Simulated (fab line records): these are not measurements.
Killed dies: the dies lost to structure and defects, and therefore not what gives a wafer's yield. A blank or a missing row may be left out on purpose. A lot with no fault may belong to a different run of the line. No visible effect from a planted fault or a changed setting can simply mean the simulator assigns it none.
Matching of chambers | flow gf180mcu | 4 sister chambers for GF_V5_CMP_26 on cmp-01
The step polishes, stops on SiO2, t overpolish 15 s, target thk 0 nm. 8 wafers are shown with their chamber, then 9 later ones without.

## WAFERS, EACH WITH ITS CHAMBER
wafer  | chamber | motor current A (A) | time to endpoint s (s)
L212.3 | 1       | 11.3                | 92
L212.4 | 0       | 13.7                | 91
L214.1 | 3       | 10.9                | 83
L214.3 | 2       | 12.9                | 85
L214.6 | 0       | 13.3                | 95
L215.1 | 3       | 11.3                | 83
L215.2 | 2       | 12.6                | 82
L215.3 | 1       | 12.0                | 86

## WAFERS MISSING THEIR CHAMBER
wafer  | motor current A (A) | time to endpoint s (s)
L217.1 | 11.8                | 81
L217.2 | 12.1                | 85
L217.3 | 13.8                | 92
L216.1 | 11.0                | 80
L216.3 | 11.8                | 87
L216.5 | 14.1                | 94
L220.4 | 11.3                | 90
L220.5 | 12.8                | 89
L220.6 | 11.5                | 80

## EACH ONE'S CHAMBER
wafer  | from the rows above          | in truth
L217.1 | can't be placed: 3 or 1 or 2 | 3
L217.2 | can't be placed: 1 or 2 or 3 | 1
L217.3 | 0                            | 0
L216.1 | 3                            | 3
L216.3 | can't be placed: 1 or 3      | 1
L216.5 | 0                            | 0
L220.4 | can't be placed: 1 or 3      | 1
L220.5 | can't be placed: 2 or 0 or 1 | 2
L220.6 | can't be placed: 3 or 1      | 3
Correct placement for 3 of the 9. Unplaceable from these rows: 6, with the true chamber sitting among the candidates in 6. Placed wrongly: 0.
How it was worked out, from the rows above alone: a wafer's distance from a chamber is the root of the sum, over the readings, of the square of ((its reading less the chamber's mean) divided by the reading's scatter). If the next closest chamber is less than 2 further off than the closest, the wafer can't be placed; otherwise it belongs to the closest. Each chamber's mean is taken over the wafers shown for it. How the scatter is found: for the shown wafers, subtract from each reading the mean of its chamber, square and add these, divide the total by (wafers less chambers), then take the root.
